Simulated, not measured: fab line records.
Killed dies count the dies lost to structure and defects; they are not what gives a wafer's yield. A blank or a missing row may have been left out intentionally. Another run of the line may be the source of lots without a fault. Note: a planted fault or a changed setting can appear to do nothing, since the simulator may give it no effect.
fab line records | flow gf180mcu
record: lots: 5 wafers: 15 last-day: 34
route steps=602 shown HV_LDD@201 NSD@235
lots with no fault: from the same line, run without faults
start-h: start of the lot's first displayed wafer, in hours after the record's first day | wait-h: hours from the lot's prior step to this one | " identical to the entry in the row above | L1.1+2: a row that stands for several wafers | - no value, or no start was given | * or withheld: withheld | < > ~ a bound
route shown NAME@n: a module of which the file shows steps, and the number in the route of the first | usual: the fault-free wafers' mean and standard deviation | same: alike in all rows | chamber/n: place in a boat | sites: each site's reading | _std_site: the standard deviation of these | _edge_site: mean of outer sites minus mean of inner sites | radius-mm: how far each site lies from the wafer's centre | mask NAME#n: copy n | behind: the last tool/chamber to shape the wafer | hold: the reason the lot was held/the length of the hold in hours/how it ended | device: the n, p or np transistor that did not switch | end of line: the same wafers' tests at the end of the route | for a step that has no rows: nothing shown but its recipe | killed: at the first sort, the dies lost to defects and structure; wafer yield is something else | map: per-die view of a wafer (x killed, . not killed, _ where there is no die)
set.NAME: setting as actually run; set.NAME@STEP: the setting as run at that earlier step | model.NAME: the simulator's own value behind a step, which no gauge read
a table for each step, a row for each wafer; lots at some steps of the route
services: from which hour (start-h, from the record's first day; less than 0 if before it) a tool's chamber was out of use, for how many hours, and why
== steps ==
step: GF_HV_LDD_HMDS_25
recipe: prime-time-s: 60 prime-temp-c: 120
columns lot.wafer tool chamber start-h wait-h
L075.1+2+3 litho-track-02 0 250.55 0.1
L076.1+2+6 litho-track-02 0 262.50 0.1
L081.1+4+6 litho-track-03 0 293.41 0.1
L083.1+2+5 litho-track-02 0 318.00 0.1
L096.2+3+4 litho-track-03 0 415.09 0.1
step: GF_HV_LDD_COAT_26
recipe: resist: NOVOLAK spin-rpm: 3000 resist-thk-nm: 1000
usual: dispense-pressure-kPa: 51/5
columns lot.wafer tool chamber start-h wait-h dispense-pressure-kPa
L075.1 litho-track-02 0 250.70 0.1 45
L075.2 " 0 " " 45
L075.3 " 0 " " 45
L076.1 litho-track-02 0 262.65 0.1 45
L076.2 " 0 " " 45
L076.6 " 0 " " 45
L081.1 litho-track-03 0 293.56 0.1 55
L081.4 " 0 " " 55
L081.6 " 0 " " 55
L083.1 litho-track-02 0 318.15 0.1 45
L083.2 " 0 " " 45
L083.5 " 0 " " 45
L096.2 litho-track-03 0 415.24 0.1 55
L096.3 " 0 " " 55
L096.4 " 0 " " 55
step: GF_HV_LDD_SOFTBAKE_27
recipe: temp-c: 90 time-s: 60 resist: NOVOLAK
columns lot.wafer tool chamber start-h wait-h
L075.1+2+3 litho-track-02 0 250.85 0.1
L076.1+2+6 litho-track-02 0 262.80 0.1
L081.1+4+6 litho-track-03 0 293.71 0.1
L083.1+2+5 litho-track-02 0 318.30 0.1
L096.2+3+4 litho-track-03 0 415.39 0.1
step: GF_HV_LDD_EXPOSE_28
recipe: mask-id: Nplus_HV_AREA target-cd-nm: 400 na: 0.6 source-shape: conventional sigma-outer: 0.6 dose-mj: 140
same: na: 0.6
columns lot.wafer tool chamber start-h wait-h mask
L075.1+2+3 iline-stepper-02 0 - - Nplus_HV_AREA#0
L076.1+2+6 iline-stepper-02 0 - - Nplus_HV_AREA#0
L081.1+4+6 iline-stepper-02 0 - - Nplus_HV_AREA#0
L083.1+2+5 iline-stepper-02 0 - - Nplus_HV_AREA#0
L096.2+3+4 iline-stepper-02 0 - - Nplus_HV_AREA#0
step: GF_HV_LDD_PEB_29
recipe: temp-c: withheld time-s: * resist: NOVOLAK
columns lot.wafer tool chamber start-h wait-h
L075.1+2+3 litho-track-04 0 - -
L076.1+2+6 litho-track-04 0 - -
L081.1+4+6 litho-track-02 0 - -
L083.1+2+5 litho-track-04 0 - -
L096.2+3+4 litho-track-02 0 - -
step: GF_HV_LDD_DEVELOP_30
recipe: develop-time-s: 60 dev-temp-c: 23
columns lot.wafer tool chamber start-h wait-h
L075.1+2+3 litho-track-04 0 260.39 0.1
L076.1+2+6 litho-track-04 0 272.44 0.1
L081.1+4+6 litho-track-02 0 303.50 0.1
L083.1+2+5 litho-track-04 0 328.69 0.1
L096.2+3+4 litho-track-02 0 427.52 0.1
step: GF_HV_LDD_CD_MEAS_31
recipe: target-cd-nm: 400
usual: cd-nm: 399.9/2.2
columns lot.wafer tool chamber start-h wait-h cd-nm
L075.1 cd-sem-02 - 260.54 0.1 401.6
L075.2 " - " " 403.9
L075.3 " - " " 401.8
L076.1 cd-sem-01 - 272.59 0.1 403.4
L076.2 " - " " 403.9
L076.6 " - " " 404.4
L081.1 cd-sem-02 - 303.65 0.1 398.1
L081.4 " - " " 398.9
L081.6 " - " " 398.3
L083.1 cd-sem-01 - 328.84 0.1 399.7
L083.2 " - " " 401.0
L083.5 " - " " 400.2
L096.2 cd-sem-01 - 427.67 0.1 397.5
L096.3 " - " " 394.4
L096.4 " - " " 396.2
step: GF_HV_LDD_OVL_MEAS_32
usual: HV_LDD_02_OVL: 0.0/1.3
columns lot.wafer tool chamber start-h wait-h HV_LDD_02_OVL[nm]
L075.1 overlay-02 - 260.66 0.1 0.7
L075.2 " - " " 1.0
L075.3 " - " " 1.7
L076.1 overlay-01 - 272.71 0.1 -0.2
L076.2 " - " " 1.1
L076.6 " - " " 1.6
L081.1 overlay-02 - 303.77 0.1 0.8
L081.4 " - " " -0.3
L081.6 " - " " -0.1
L083.1 overlay-02 - 328.96 0.1 -1.5
L083.2 " - " " -0.3
L083.5 " - " " 0.3
L096.2 overlay-01 - 427.78 0.1 0.9
L096.3 " - " " 3.0
L096.4 " - " " 0.4
step: GF_HV_LDD_IMPLANT_33
recipe: species: P energy-kev: 60 dose-cm2: 7.5e+12 tilt-deg: 30 rotation-deg: 0
columns lot.wafer tool chamber start-h wait-h
L075.1+2+3 implanter-02 0 260.70 0.0
L076.1+2+6 implanter-01 0 272.75 0.0
L081.1+4+6 implanter-03 0 303.81 0.0
L083.1+2+5 implanter-02 0 329.00 0.0
L096.2+3+4 implanter-01 0 427.83 0.0
step: GF_HV_LDD_IMPLANT_34
recipe: species: P energy-kev: 60 dose-cm2: 7.5e+12 tilt-deg: 30 rotation-deg: 90
columns lot.wafer tool chamber start-h wait-h
L075.1+2+3 implanter-02 0 260.85 0.1
L076.1+2+6 implanter-01 0 272.90 0.1
L081.1+4+6 implanter-03 0 303.96 0.1
L083.1+2+5 implanter-02 0 329.15 0.1
L096.2+3+4 implanter-01 0 427.98 0.1
step: GF_HV_LDD_IMPLANT_35
recipe: species: P energy-kev: 60 dose-cm2: 7.5e+12 tilt-deg: 30 rotation-deg: 180
columns lot.wafer tool chamber start-h wait-h
L075.1+2+3 implanter-02 0 261.00 0.1
L076.1+2+6 implanter-01 0 273.05 0.1
L081.1+4+6 implanter-03 0 304.11 0.1
L083.1+2+5 implanter-02 0 329.30 0.1
L096.2+3+4 implanter-01 0 428.13 0.1
step: GF_HV_LDD_IMPLANT_36
recipe: species: P energy-kev: 60 dose-cm2: 7.5e+12 tilt-deg: 30 rotation-deg: 270
columns lot.wafer tool chamber start-h wait-h
L075.1+2+3 implanter-02 0 261.15 0.1
L076.1+2+6 implanter-01 0 273.20 0.1
L081.1+4+6 implanter-03 0 304.26 0.1
L083.1+2+5 implanter-02 0 329.45 0.1
L096.2+3+4 implanter-01 0 428.28 0.1
step: GF_HV_LDD_STRIP_37
recipe: chemistry: O2/N2 power-w: 1400 pressure-mtorr: 1500 platen-temp-c: 250 o2-flow-sccm: 3000 n2-flow-sccm: 300 overash-fraction: 0.5
usual: drypump-motor-current-A: 5.83/0.19 heater-power-w: 322/33 oes-product-au: 0.716/0.0046 strip-time-to-endpoint-s: 12.613/0.029
columns lot.wafer tool chamber start-h wait-h drypump-motor-current-A heater-power-w oes-product-au rf-hours-counter-h strip-time-to-endpoint-s
L075.1 plasma-asher-02 1 261.30 0.1 5.77 273 0.717 47 12.596
L075.2 " 0 " " 5.65 316 0.712 47 12.579
L075.3 " 1 " " 5.75 283 0.718 - 12.571
L076.1 plasma-asher-04 1 273.35 0.1 5.96 343 0.710 63 12.537
L076.2 " 0 " " 6.11 315 0.723 63 12.618
L076.6 " 0 " " 6.10 322 0.717 - 12.585
L081.1 plasma-asher-04 0 304.41 0.1 6.09 314 0.711 67 12.581
L081.4 " 1 " " 6.00 329 0.709 - 12.567
L081.6 " 0 " " 6.10 324 0.721 - 12.581
L083.1 plasma-asher-02 0 329.60 0.1 5.65 325 0.715 53 12.646
L083.2 " 1 " " 5.78 282 0.718 53 12.607
L083.5 " 0 " " 5.66 312 0.722 - 12.621
L096.2 plasma-asher-02 0 428.41 0.1 5.64 324 0.712 64 12.583
L096.3 " 0 " " 5.67 325 0.719 - 12.592
L096.4 " 1 " " 5.78 279 0.714 - 12.599
step: GF_HV_LDD_TW_MEAS_38
usual: HV_LDD_3_TW: 1437/12
columns lot.wafer tool chamber start-h wait-h HV_LDD_3_TW
L075.1 film-metro-03 - 261.40 0.1 1433
L075.2 " - " " 1429
L075.3 " - " " 1430
L076.1 film-metro-03 - 273.45 0.1 1419
L076.2 " - " " 1416
L076.6 " - " " 1425
L081.1 film-metro-01 - 304.51 0.1 1454
L081.4 " - " " 1462
L081.6 " - " " 1453
L083.1 film-metro-03 - 329.70 0.1 1427
L083.2 " - " " 1421
L083.5 " - " " 1421
L096.2 film-metro-01 - 428.52 0.1 1446
L096.3 " - " " 1444
L096.4 " - " " 1447
step: GF_HV_LDD_DEHYDRATE_39
recipe: temp-c: 200 time-s: 60
columns lot.wafer tool chamber start-h wait-h
L075.1+2+3 litho-track-02 0 270.55 9.1
L076.1+2+6 litho-track-03 0 282.61 9.2
L081.1+4+6 litho-track-03 0 314.21 9.7
L083.1+2+5 litho-track-04 0 339.89 10.2
L096.2+3+4 litho-track-04 0 439.26 10.7
step: GF_HV_LDD_HMDS_40
recipe: prime-time-s: 60 prime-temp-c: 120
columns lot.wafer tool chamber start-h wait-h
L075.1+2+3 litho-track-02 0 270.70 0.1
L076.1+2+6 litho-track-03 0 282.76 0.1
L081.1+4+6 litho-track-03 0 314.36 0.1
L083.1+2+5 litho-track-04 0 340.04 0.1
L096.2+3+4 litho-track-04 0 439.41 0.1
step: GF_HV_LDD_COAT_41
recipe: resist: NOVOLAK spin-rpm: 2962 resist-thk-nm: 1000
usual: dispense-pressure-kPa: 52/4.8
columns lot.wafer tool chamber start-h wait-h dispense-pressure-kPa
L075.1 litho-track-02 0 270.85 0.1 45
L075.2 " 0 " " 45
L075.3 " 0 " " 45
L076.1 litho-track-03 0 282.91 0.1 55
L076.2 " 0 " " 55
L076.6 " 0 " " 55
L081.1 litho-track-03 0 314.51 0.1 55
L081.4 " 0 " " 55
L081.6 " 0 " " 55
L083.1 litho-track-04 0 340.19 0.1 55
L083.2 " 0 " " 55
L083.5 " 0 " " 55
L096.2 litho-track-04 0 439.56 0.1 55
L096.3 " 0 " " 55
L096.4 " 0 " " 55
step: GF_HV_LDD_SOFTBAKE_42
recipe: temp-c: 90 time-s: 60 resist: NOVOLAK
columns lot.wafer tool chamber start-h wait-h
L075.1+2+3 litho-track-02 0 271.00 0.1
L076.1+2+6 litho-track-03 0 283.06 0.1
L081.1+4+6 litho-track-03 0 314.66 0.1
L083.1+2+5 litho-track-04 0 340.34 0.1
L096.2+3+4 litho-track-04 0 439.71 0.1
step: GF_HV_LDD_EXPOSE_43
recipe: mask-id: Pplus_HV_AREA target-cd-nm: 400 na: 0.6 source-shape: conventional sigma-outer: 0.6 dose-mj: 140
same: na: 0.6
columns lot.wafer tool chamber start-h wait-h mask
L075.1+2+3 iline-stepper-01 0 - - Pplus_HV_AREA#0
L076.1+2+6 iline-stepper-01 0 - - Pplus_HV_AREA#0
L081.1+4+6 iline-stepper-01 0 - - Pplus_HV_AREA#0
L083.1+2+5 iline-stepper-01 0 - - Pplus_HV_AREA#0
L096.2+3+4 iline-stepper-01 0 - - Pplus_HV_AREA#0
step: GF_HV_LDD_PEB_44
recipe: temp-c: withheld time-s: * resist: NOVOLAK
columns lot.wafer tool chamber start-h wait-h
L075.1+2+3 litho-track-04 0 - -
L076.1+2+6 litho-track-04 0 - -
L081.1+4+6 litho-track-02 0 - -
L083.1+2+5 litho-track-03 0 - -
L096.2+3+4 litho-track-03 0 - -
step: GF_HV_LDD_DEVELOP_45
recipe: develop-time-s: 60 dev-temp-c: 23
columns lot.wafer tool chamber start-h wait-h
L075.1+2+3 litho-track-04 0 280.24 0.1
L076.1+2+6 litho-track-04 0 292.69 0.1
L081.1+4+6 litho-track-02 0 324.75 0.1
L083.1+2+5 litho-track-03 0 351.36 0.1
L096.2+3+4 litho-track-03 0 451.69 0.1
step: GF_HV_LDD_CD_MEAS_46
recipe: target-cd-nm: 400
usual: cd-nm: 399.6/2.3
columns lot.wafer tool chamber start-h wait-h cd-nm
L075.1 cd-sem-02 - 280.39 0.1 396.1
L075.2 " - " " 397.4
L075.3 " - " " 396.1
L076.1 cd-sem-02 - 292.84 0.1 398.1
L076.2 " - " " 399.8
L076.6 " - " " 397.8
L081.1 cd-sem-01 - 324.90 0.1 400.9
L081.4 " - " " 401.6
L081.6 " - " " 403.2
L083.1 cd-sem-01 - 351.51 0.1 401.4
L083.2 " - " " 402.1
L083.5 " - " " 400.0
L096.2 cd-sem-02 - 451.83 0.1 398.6
L096.3 " - " " 398.1
L096.4 " - " " 398.1
step: GF_HV_LDD_OVL_MEAS_47
usual: HV_LDD_03_OVL: 0.3/1.4
columns lot.wafer tool chamber start-h wait-h HV_LDD_03_OVL[nm]
L075.1 overlay-02 - 280.51 0.1 0.1
L075.2 " - " " 1.5
L075.3 " - " " 0.2
L076.1 overlay-02 - 292.96 0.1 1.6
L076.2 " - " " 1.0
L076.6 " - " " -0.5
L081.1 overlay-02 - 325.02 0.1 -0.4
L081.4 " - " " 1.0
L081.6 " - " " 1.7
L083.1 overlay-02 - 351.63 0.1 -1.1
L083.2 " - " " 0.1
L083.5 " - " " 0.8
L096.2 overlay-01 - 451.94 0.1 1.2
L096.3 " - " " -0.3
L096.4 " - " " 0.5
step: GF_HV_LDD_IMPLANT_48
recipe: species: B energy-kev: 25 dose-cm2: 3.066e+13 tilt-deg: 7
columns lot.wafer tool chamber start-h wait-h
L075.1+2+3 implanter-01 0 280.55 0.0
L076.1+2+6 implanter-01 0 293.00 0.0
L081.1+4+6 implanter-02 0 325.06 0.0
L083.1+2+5 implanter-02 0 351.67 0.0
L096.2+3+4 implanter-03 0 451.99 0.0
step: GF_HV_LDD_STRIP_49
recipe: chemistry: O2/N2 power-w: 1400 pressure-mtorr: 1500 platen-temp-c: 250 o2-flow-sccm: 3000 n2-flow-sccm: 300 overash-fraction: 0.5
usual: drypump-motor-current-A: 5.73/0.14 heater-power-w: 321/40 oes-product-au: 0.716/0.0048 strip-time-to-endpoint-s: 12.70/0.036
columns lot.wafer tool chamber start-h wait-h drypump-motor-current-A heater-power-w oes-product-au rf-hours-counter-h strip-time-to-endpoint-s
L075.1 plasma-asher-02 0 280.70 0.1 5.66 323 0.721 49 12.66
L075.2 " 1 " " 5.76 292 0.720 49 12.64
L075.3 " 1 " " 5.77 279 0.726 - 12.67
L076.1 plasma-asher-01 0 293.15 0.1 5.74 286 0.724 19 12.77
L076.2 " 1 " " 5.58 388 0.717 19 12.72
L076.6 " 1 " " 5.57 385 0.712 - 12.75
L081.1 plasma-asher-01 1 325.21 0.1 5.58 384 0.720 22 12.67
L081.4 " 1 " " 5.58 396 0.710 - 12.70
L081.6 " 1 " " 5.57 384 0.719 - 12.70
L083.1 plasma-asher-02 0 351.82 0.1 5.65 315 0.712 56 12.76
L083.2 " 1 " " 5.77 284 0.717 56 12.75
L083.5 " 1 " " 5.77 278 0.704 - 12.70
L096.2 plasma-asher-02 1 452.12 0.1 5.76 283 0.715 66 12.71
L096.3 " 1 " " 5.78 286 0.719 - 12.71
L096.4 " 0 " " 5.64 310 0.713 - 12.71
step: GF_HV_LDD_TW_MEAS_50
usual: HV_LDD_4_TW: 573/5.2
columns lot.wafer tool chamber start-h wait-h HV_LDD_4_TW
L075.1 film-metro-03 - 280.80 0.1 568
L075.2 " - " " 567
L075.3 " - " " 570
L076.1 film-metro-02 - 293.25 0.1 570
L076.2 " - " " 573
L076.6 " - " " 571
L081.1 film-metro-01 - 325.31 0.1 582
L081.4 " - " " 579
L081.6 " - " " 578
L083.1 film-metro-03 - 351.92 0.1 570
L083.2 " - " " 569
L083.5 " - " " 569
L096.2 film-metro-01 - 452.23 0.1 584
L096.3 " - " " 584
L096.4 " - " " 584
step: GF_HV_LDD_CLEAN_51
recipe: chemistry: SC1/SC2 mix: 1:4:20 temp-c: 70 time-s: 150 dry: n2-spin
columns lot.wafer tool chamber start-h wait-h
L075.1+2+3 wet-bench-02 0 280.86 0.1
L076.1+2+6 wet-bench-01 2 293.31 0.1
L081.1+4+6 wet-bench-01 2 325.37 0.1
L083.1+2+5 wet-bench-02 1 351.98 0.1
L096.2+3+4 wet-bench-04 2 452.28 0.0
step: GF_HV_LDD_RTA_52
recipe: temp-c: 1000 time-s: 10 ambient: N2
usual: lamp-power-pct: 34/3.2 wafer_temp_C_max: 1004.3/1.3
columns lot.wafer tool chamber start-h wait-h lamp-power-pct wafer_temp_C_max
L075.1 rtp-anneal-02 0 280.91 0.0 31 1002.8
L075.2 " 0 " " 31 1002.8
L075.3 " 0 " " 31 1002.7
L076.1 rtp-anneal-01 0 293.36 0.0 38 1007.1
L076.2 " 0 " " 38 1004.5
L076.6 " 0 " " 38 1004.6
L081.1 rtp-anneal-02 0 325.42 0.0 31 1005.0
L081.4 " 0 " " 31 1003.0
L081.6 " 0 " " 31 1003.4
L083.1 rtp-anneal-02 0 352.03 0.0 31 1003.2
L083.2 " 0 " " 31 1003.8
L083.5 " 0 " " 31 1002.0
L096.2 rtp-anneal-01 0 452.34 0.0 38 1005.6
L096.3 " 0 " " 38 1005.5
L096.4 " 0 " " 38 1004.0
step: GF_HV_LDD_RS_MEAS_53
recipe: thk-meas-gauge: four-point-probe
usual: HV_LDD_RS: 412.7/0.79
columns lot.wafer tool chamber start-h wait-h HV_LDD_RS[ohm/sq]
L075.1 film-metro-03 - 280.97 0.1 414.0
L075.2 " - " " 414.3
L075.3 " - " " 413.5
L076.1 film-metro-02 - 293.42 0.1 412.2
L076.2 " - " " 413.0
L076.6 " - " " 412.6
L081.1 film-metro-03 - 325.48 0.1 413.8
L081.4 " - " " 412.7
L081.6 " - " " 413.5
L083.1 film-metro-01 - 352.10 0.1 412.7
L083.2 " - " " 413.3
L083.5 " - " " 412.4
L096.2 film-metro-03 - 452.42 0.1 413.1
L096.3 " - " " 412.7
L096.4 " - " " 412.9
step: GF_HV_LDD_CVD_54
recipe: material: SiO2 target-thk-nm: 10 precursor: TEOS temp-c: 680 time-s: 75 pressure-mtorr: 400
usual: susceptor-temp-C: 680.0/0.33 zone-power-centre-pct: 11.8/0.88
columns lot.wafer tool chamber start-h wait-h susceptor-temp-C zone-power-centre-pct
L075.1 lpcvd-01 0 281.09 0.1 680.4 12.6
L075.2 " 0 " " 680.3 12.6
L075.3 " 0 " " 680.0 12.7
L076.1 lpcvd-01 1 293.54 0.1 679.8 11.0
L076.2 " 1 " " 679.4 11.1
L076.6 " 1 " " 679.8 11.2
L081.1 lpcvd-01 0 325.99 0.5 679.9 12.8
L081.4 " 0 " " 679.9 12.7
L081.6 " 0 " " 680.0 12.7
L083.1 lpcvd-02 0 352.22 0.1 679.5 10.6
L083.2 " 0 " " 679.6 10.8
L083.5 " 0 " " 679.7 10.7
L096.2 lpcvd-02 1 452.52 0.1 679.3 12.5
L096.3 " 1 " " 679.5 12.4
L096.4 " 1 " " 679.7 12.7
step: GF_HV_LDD_THK_MEAS_55
recipe: reads: SiO2_of_HV_LDD_CVD_54
usual: HV_LDD_CVD_54_THK: 10.06/0.14
columns lot.wafer tool chamber start-h wait-h HV_LDD_CVD_54_THK[nm]
L075.1 film-metro-01 - 282.11 0.0 10.20
L075.2 " - " " 10.02
L075.3 " - " " 9.94
L076.1 film-metro-01 - 294.56 0.0 9.97
L076.2 " - " " 9.99
L076.6 " - " " 9.99
L081.1 film-metro-01 - 327.02 0.0 10.04
L081.4 " - " " 10.11
L081.6 " - " " 10.22
L083.1 film-metro-02 - 353.24 0.0 9.90
L083.2 " - " " 10.05
L083.5 " - " " 10.07
L096.2 film-metro-03 - 453.55 0.0 10.33
L096.3 " - " " 10.09
L096.4 " - " " 10.18
step: GF_HV_LDD_CVD_56
recipe: material: Si3N4 precursor: DCS/NH3 target-thk-nm: 90 temp-c: 770 time-s: 1543 pressure-mtorr: 250
usual: susceptor-temp-C: 770.0/0.31 zone-power-centre-pct: 14.7/1.1
columns lot.wafer tool chamber start-h wait-h susceptor-temp-C zone-power-centre-pct
L075.1 lpcvd-02 0 282.42 0.3 770.3 13.2
L075.2 " 0 " " 770.4 13.4
L075.3 " 0 " " 770.0 13.5
L076.1 lpcvd-01 0 294.62 0.1 769.9 15.9
L076.2 " 0 " " 769.7 16.0
L076.6 " 0 " " 770.3 15.9
L081.1 lpcvd-02 1 327.08 0.1 769.6 15.9
L081.4 " 1 " " 769.7 16.0
L081.6 " 1 " " 769.7 16.0
L083.1 lpcvd-02 1 353.30 0.1 770.0 15.9
L083.2 " 1 " " 770.0 15.4
L083.5 " 1 " " 770.4 15.8
L096.2 lpcvd-01 0 453.60 0.0 769.6 15.8
L096.3 " 0 " " 770.1 15.9
L096.4 " 0 " " 770.0 16.3
step: GF_HV_LDD_THK_MEAS_57
recipe: reads: Si3N4_of_HV_LDD_CVD_56
usual: HV_LDD_CVD_56_THK: 90.1/1
columns lot.wafer tool chamber start-h wait-h HV_LDD_CVD_56_THK[nm]
L075.1 film-metro-03 - 283.85 0.0 89.5
L075.2 " - " " 89.3
L075.3 " - " " 89.6
L076.1 film-metro-01 - 296.05 0.0 91.5
L076.2 " - " " 92.1
L076.6 " - " " 91.7
L081.1 film-metro-01 - 328.50 0.0 89.7
L081.4 " - " " 88.9
L081.6 " - " " 88.8
L083.1 film-metro-01 - 354.73 0.0 89.2
L083.2 " - " " 89.3
L083.5 " - " " 88.9
L096.2 film-metro-02 - 455.04 0.0 90.3
L096.3 " - " " 90.6
L096.4 " - " " 90.4
step: GF_HV_LDD_ETCHBACK_58
recipe: chemistry: CH3F/O2 target: Si3N4 stop-on: SiO2 source-w: 400 bias-w: 80 pressure-mtorr: 25 ch3f-flow-sccm: 40 O2_flow_sccm: 30 time-s: 100 target-depth-a: 900
usual: drypump-motor-current-A: 5.9/0.49 oes-product-au: 0.843/0.0071 throttle-valve-pct: 10.560/0.0095
columns lot.wafer tool chamber start-h wait-h drypump-motor-current-A oes-product-au rf-hours-counter-h throttle-valve-pct
L075.1 rie-diel-04 3 283.91 0.1 6.0 0.844 3 10.567
L075.2 " 0 " " 6.6 0.842 20 10.572
L075.3 " 1 " " 6.4 0.836 14 10.565
L076.1 rie-diel-02 0 296.11 0.1 5.9 0.855 10 10.551
L076.2 " 2 " " 6.6 0.855 81 10.554
L076.6 " 1 " " 5.7 0.856 - 10.563
L081.1 rie-diel-01 3 328.56 0.1 6.1 0.833 4 10.549
L081.4 " 1 " " 6.0 0.826 20 10.548
L081.6 " 3 " " 6.1 0.841 - 10.563
L083.1 rie-diel-02 2 354.79 0.1 6.6 0.839 83 10.574
L083.2 " 3 " " 5.8 0.839 3 10.549
L083.5 " 1 " " 5.7 0.840 - 10.547
L096.2 rie-diel-01 1 455.09 0.0 6.0 0.845 23 10.543
L096.3 " 0 " " 5.6 0.849 7 10.573
L096.4 " 2 " " 4.8 0.845 52 10.545
step: GF_NSD_DEHYDRATE_00
recipe: temp-c: 200 time-s: 60
columns lot.wafer tool chamber start-h wait-h
L075.1+2+3 litho-track-04 0 292.84 8.9
L076.1+2+6 litho-track-04 0 305.04 8.9
L081.1+4+6 litho-track-04 0 338.39 9.8
L083.1+2+5 litho-track-02 0 364.30 9.5
L096.2+3+4 litho-track-04 0 466.06 10.9
step: GF_NSD_HMDS_01
recipe: prime-time-s: 60 prime-temp-c: 120
columns lot.wafer tool chamber start-h wait-h
L075.1+2+3 litho-track-04 0 292.99 0.1
L076.1+2+6 litho-track-04 0 305.19 0.1
L081.1+4+6 litho-track-04 0 338.54 0.1
L083.1+2+5 litho-track-02 0 364.45 0.1
L096.2+3+4 litho-track-04 0 466.21 0.1
step: GF_NSD_COAT_02
recipe: resist: NOVOLAK spin-rpm: 3000 resist-thk-nm: 1000
usual: dispense-pressure-kPa: 48/5.8
columns lot.wafer tool chamber start-h wait-h dispense-pressure-kPa
L075.1 litho-track-04 0 293.14 0.1 55
L075.2 " 0 " " 55
L075.3 " 0 " " 55
L076.1 litho-track-04 0 305.34 0.1 55
L076.2 " 0 " " 55
L076.6 " 0 " " 55
L081.1 litho-track-04 0 338.69 0.1 55
L081.4 " 0 " " 55
L081.6 " 0 " " 55
L083.1 litho-track-02 0 364.60 0.1 45
L083.2 " 0 " " 45
L083.5 " 0 " " 45
L096.2 litho-track-04 0 466.36 0.1 55
L096.3 " 0 " " 55
L096.4 " 0 " " 55
step: GF_NSD_SOFTBAKE_03
recipe: temp-c: 90 time-s: 60 resist: NOVOLAK
columns lot.wafer tool chamber start-h wait-h
L075.1+2+3 litho-track-04 0 293.29 0.1
L076.1+2+6 litho-track-04 0 305.49 0.1
L081.1+4+6 litho-track-04 0 338.84 0.1
L083.1+2+5 litho-track-02 0 364.75 0.1
L096.2+3+4 litho-track-04 0 466.51 0.1
step: GF_NSD_EXPOSE_04
recipe: mask-id: Nplus target-cd-nm: 400 na: 0.6 source-shape: conventional sigma-outer: 0.6 dose-mj: 140
same: na: 0.6
columns lot.wafer tool chamber start-h wait-h mask
L075.1+2+3 iline-stepper-02 0 - - Nplus#0
L076.1+2+6 iline-stepper-01 0 - - Nplus#0
L081.1+4+6 iline-stepper-01 0 - - Nplus#0
L083.1+2+5 iline-stepper-02 0 - - Nplus#0
L096.2+3+4 iline-stepper-02 0 - - Nplus#0
step: GF_NSD_PEB_05
recipe: temp-c: withheld time-s: * resist: NOVOLAK
columns lot.wafer tool chamber start-h wait-h
L075.1+2+3 litho-track-01 0 - -
L076.1+2+6 litho-track-01 0 - -
L081.1+4+6 litho-track-04 0 - -
L083.1+2+5 litho-track-01 0 - -
L096.2+3+4 litho-track-01 0 - -
step: GF_NSD_DEVELOP_06
recipe: develop-time-s: 60 dev-temp-c: 23
columns lot.wafer tool chamber start-h wait-h
L075.1+2+3 litho-track-01 0 302.87 0.1
L076.1+2+6 litho-track-01 0 316.17 0.1
L081.1+4+6 litho-track-04 0 349.54 0.1
L083.1+2+5 litho-track-01 0 375.62 0.1
L096.2+3+4 litho-track-01 0 478.20 0.1
step: GF_NSD_CD_MEAS_07
recipe: target-cd-nm: 400
usual: cd-nm: 399.7/1.9
columns lot.wafer tool chamber start-h wait-h cd-nm
L075.1 cd-sem-01 - 303.02 0.1 400.1
L075.2 " - " " 399.4
L075.3 " - " " 396.3
L076.1 cd-sem-01 - 316.32 0.1 400.6
L076.2 " - " " 401.8
L076.6 " - " " 401.9
L081.1 cd-sem-02 - 349.69 0.1 397.5
L081.4 " - " " 397.0
L081.6 " - " " 395.6
L083.1 cd-sem-01 - 375.77 0.1 401.0
L083.2 " - " " 400.6
L083.5 " - " " 397.8
L096.2 cd-sem-01 - 478.34 0.1 397.5
L096.3 " - " " 400.4
L096.4 " - " " 398.6
step: GF_NSD_OVL_MEAS_08
usual: NSD_OVL: 0.4/1.3
columns lot.wafer tool chamber start-h wait-h NSD_OVL[nm]
L075.1 overlay-02 - 303.14 0.1 0.9
L075.2 " - " " 1.8
L075.3 " - " " 1.2
L076.1 overlay-02 - 316.44 0.1 0.2
L076.2 " - " " 1.5
L076.6 " - " " 1.5
L081.1 overlay-01 - 349.81 0.1 0.3
L081.4 " - " " 1.3
L081.6 " - " " 0.2
L083.1 overlay-01 - 375.89 0.1 0.1
L083.2 " - " " -0.4
L083.5 " - " " -0.1
L096.2 overlay-02 - 478.45 0.1 -2.3
L096.3 " - " " -1.5
L096.4 " - " " -1.8
step: GF_NSD_IMPLANT_09
recipe: species: As energy-kev: 60 dose-cm2: 4e+15 tilt-deg: 7
columns lot.wafer tool chamber start-h wait-h
L075.1+2+3 implanter-01 0 303.18 0.0
L076.1+2+6 implanter-01 0 316.48 0.0
L081.1+4+6 implanter-01 0 349.85 0.0
L083.1+2+5 implanter-02 0 375.93 0.0
L096.2+3+4 implanter-02 0 478.50 0.0
step: GF_NSD_IMPLANT_10
recipe: species: P energy-kev: 40 dose-cm2: 5e+14 tilt-deg: 7
columns lot.wafer tool chamber start-h wait-h
L075.1+2+3 implanter-01 0 303.33 0.1
L076.1+2+6 implanter-01 0 316.63 0.1
L081.1+4+6 implanter-01 0 350.00 0.1
L083.1+2+5 implanter-02 0 376.08 0.1
L096.2+3+4 implanter-02 0 478.65 0.1
== services ==
columns tool chamber start-h hours kind
iline-stepper-01 - 234.89 1.7 pm
implanter-02 - 236.89 3.7 repair
plasma-asher-04 - 247.79 3.6 repair
implanter-01 - 248.77 1.7 repair
implanter-02 - 249.49 3.5 repair
iline-stepper-02 - 251.12 1.7 pm
implanter-01 - 256.30 4.0 repair
implanter-03 - 260.38 1.7 repair
plasma-asher-04 - 262.30 4.2 repair
implanter-01 - 264.62 1.6 repair
iline-stepper-02 - 275.44 8.2 repair
plasma-asher-01 - 318.56 3.1 repair
iline-stepper-01 - 341.62 5.7 repair
implanter-02 - 372.04 3.3 pm
implanter-01 - 403.47 1.2 repair
implanter-03 - 411.36 1.2 repair
implanter-02 - 432.29 4.0 repair
iline-stepper-01 - 453.07 1.7 pm
lpcvd-02 - 454.93 4.3 pm
lpcvd-02 - 459.64 0.8 repair
implanter-01 - 461.03 4.9 repair
implanter-02 - 462.31 2.5 repair
iline-stepper-02 - 469.30 1.7 pm
iline-stepper-01 - 473.39 9.5 repair
== key ==
fault none
